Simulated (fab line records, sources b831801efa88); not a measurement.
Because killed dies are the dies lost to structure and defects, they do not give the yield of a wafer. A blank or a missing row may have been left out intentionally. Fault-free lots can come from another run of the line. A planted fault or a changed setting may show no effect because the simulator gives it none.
2 desks looking at one fault -- flow gf180mcu -- only its own numbers are on each desk; what lay behind them is given at the end

METROLOGY DESK
Lot by lot, what the gauges showed, no matter which tool ran the lot: averages of those sampled wafers that carry a number. A lot is out of limits, marked OUT, if its mean lies more than 4 standard deviations from the usual mean; the brackets give that distance.
Columns: A = MIM_CVD_05_THK at GF_MIM_THK_MEAS_06, usual 42.0 nm; B = MIM_ALCU_RS at GF_MIM_RS_MEAS_10, usual 0.1602 ohm/sq; C = MIM_ALCU_THK at GF_MIM_THK_MEAS_11, usual 197.7 nm
lot,first seen here,A,B,C
L390,day 27 09:11,42.2,0.1601,196.6
L393,day 28 04:53,41.7,0.1605,196.7
L398,day 29 15:55,41.8,0.1647,193.3
L400,day 30 04:36,42.4,0.1612,196.0
L404,day 31 08:46,41.6,0.1586,201.5
L407,day 31 22:46,42.1,0.1623,197.0
Result from this desk: across the 6 lots, nothing is out of limits.

FOR THE TOOL OWNER'S DESK: ilineStepper-01
The tool's own readings at GF_MIM_EXPOSE_16 (exposes mask FuseTop, target cd 2000 nm): means of the sampled wafers that have a number, for each lot that ran on this tool. A lot is out of limits, marked OUT, if its mean lies more than 4 standard deviations from the usual mean; the brackets give that distance.
Columns: A = reticleTempC at GF_MIM_EXPOSE_16, usual 23.00 C
lot,first seen here,A
L390,day 27 19:40,23.05
L393,day 28 14:57,23.02
L398,day 30 01:44,23.02
Result from this desk: across the 3 lots, nothing is out of limits.

PUT TOGETHER
Nothing out of limits was seen by the metrology desk.
The desk of the tool owner found nothing out of limits.

WHAT HAD BEEN PUT IN BY THE SIMULATOR
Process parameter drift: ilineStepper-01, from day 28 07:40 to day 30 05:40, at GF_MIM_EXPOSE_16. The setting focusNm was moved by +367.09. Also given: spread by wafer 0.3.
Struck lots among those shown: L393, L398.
